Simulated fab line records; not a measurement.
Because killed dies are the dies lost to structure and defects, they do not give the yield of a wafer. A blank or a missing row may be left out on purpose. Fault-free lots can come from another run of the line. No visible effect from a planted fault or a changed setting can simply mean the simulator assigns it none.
Matching of chambers :: flow sky130 :: SKY_CAP2M_CVD_00 on pecvd-03: 3 sister chambers
The step deposits SiO2, target thk 15.5 nm. 18 wafers are shown with their chamber, then 9 later ones without.

== EACH WAFER AND ITS CHAMBER ==
wafer: L081.1
chamber: 1
heater_power_w (W): 734

wafer: L081.4
chamber: 1
heater_power_w (W): 733

wafer: L081.5
chamber: 0
heater_power_w (W): 592

wafer: L084.1
chamber: 1
heater_power_w (W): 793

wafer: L084.3
chamber: 0
heater_power_w (W): 500

wafer: L084.5
chamber: 0
heater_power_w (W): 490

wafer: L087.3
chamber: 1
heater_power_w (W): 680

wafer: L087.4
chamber: 1
heater_power_w (W): 659

wafer: L087.6
chamber: 0
heater_power_w (W): 596

wafer: L088.2
chamber: 1
heater_power_w (W): 811

wafer: L088.3
chamber: 2
heater_power_w (W): 680

wafer: L088.5
chamber: 0
heater_power_w (W): 596

wafer: L089.4
chamber: 2
heater_power_w (W): 626

wafer: L089.5
chamber: 0
heater_power_w (W): 568

wafer: L089.6
chamber: 1
heater_power_w (W): 733

wafer: L091.4
chamber: 2
heater_power_w (W): 690

wafer: L091.5
chamber: 0
heater_power_w (W): 505

wafer: L091.6
chamber: 1
heater_power_w (W): 729

SIGNATURES (means of the wafers above)
reading: heater_power_w
chamber 0: 549.57
chamber 1: 734.00
chamber 2: 665.33
scatter within a chamber: 48.2
Rule: a wafer lies at a distance from a chamber equal to the root of the sum of squares, over the readings, of (its reading less the chamber's mean, divided by the reading's scatter). The wafer belongs to the nearest chamber; if the next one is less than 2 further off, it can't be placed. The scatter: the root of (the sum of the squares of (reading less its chamber's mean) over the shown wafers, divided by (wafers less chambers)).

== WAFERS WITH NO CHAMBER GIVEN ==
wafer: L094.1
heater_power_w (W): 706

wafer: L094.4
heater_power_w (W): 492

wafer: L094.6
heater_power_w (W): 567

wafer: L095.1
heater_power_w (W): 642

wafer: L095.4
heater_power_w (W): 772

wafer: L095.6
heater_power_w (W): 649

wafer: L097.1
heater_power_w (W): 667

wafer: L097.3
heater_power_w (W): 558

wafer: L097.5
heater_power_w (W): 552

== WHICH CHAMBER EACH WENT THROUGH ==
wafer: L094.1
from the rows above: can't be placed: 1 or 2
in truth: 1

wafer: L094.4
from the rows above: 0
in truth: 0

wafer: L094.6
from the rows above: can't be placed: 0 or 2
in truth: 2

wafer: L095.1
from the rows above: can't be placed: 2 or 1 or 0
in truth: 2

wafer: L095.4
from the rows above: can't be placed: 1 or 2
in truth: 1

wafer: L095.6
from the rows above: can't be placed: 2 or 1 or 0
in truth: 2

wafer: L097.1
from the rows above: can't be placed: 2 or 1
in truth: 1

wafer: L097.3
from the rows above: 0
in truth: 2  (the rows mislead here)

wafer: L097.5
from the rows above: 0
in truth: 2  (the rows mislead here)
1 of 9 placed correctly. Not placeable from these rows: 6 (in 6, the candidates include the true chamber). Wrongly placed: 2.
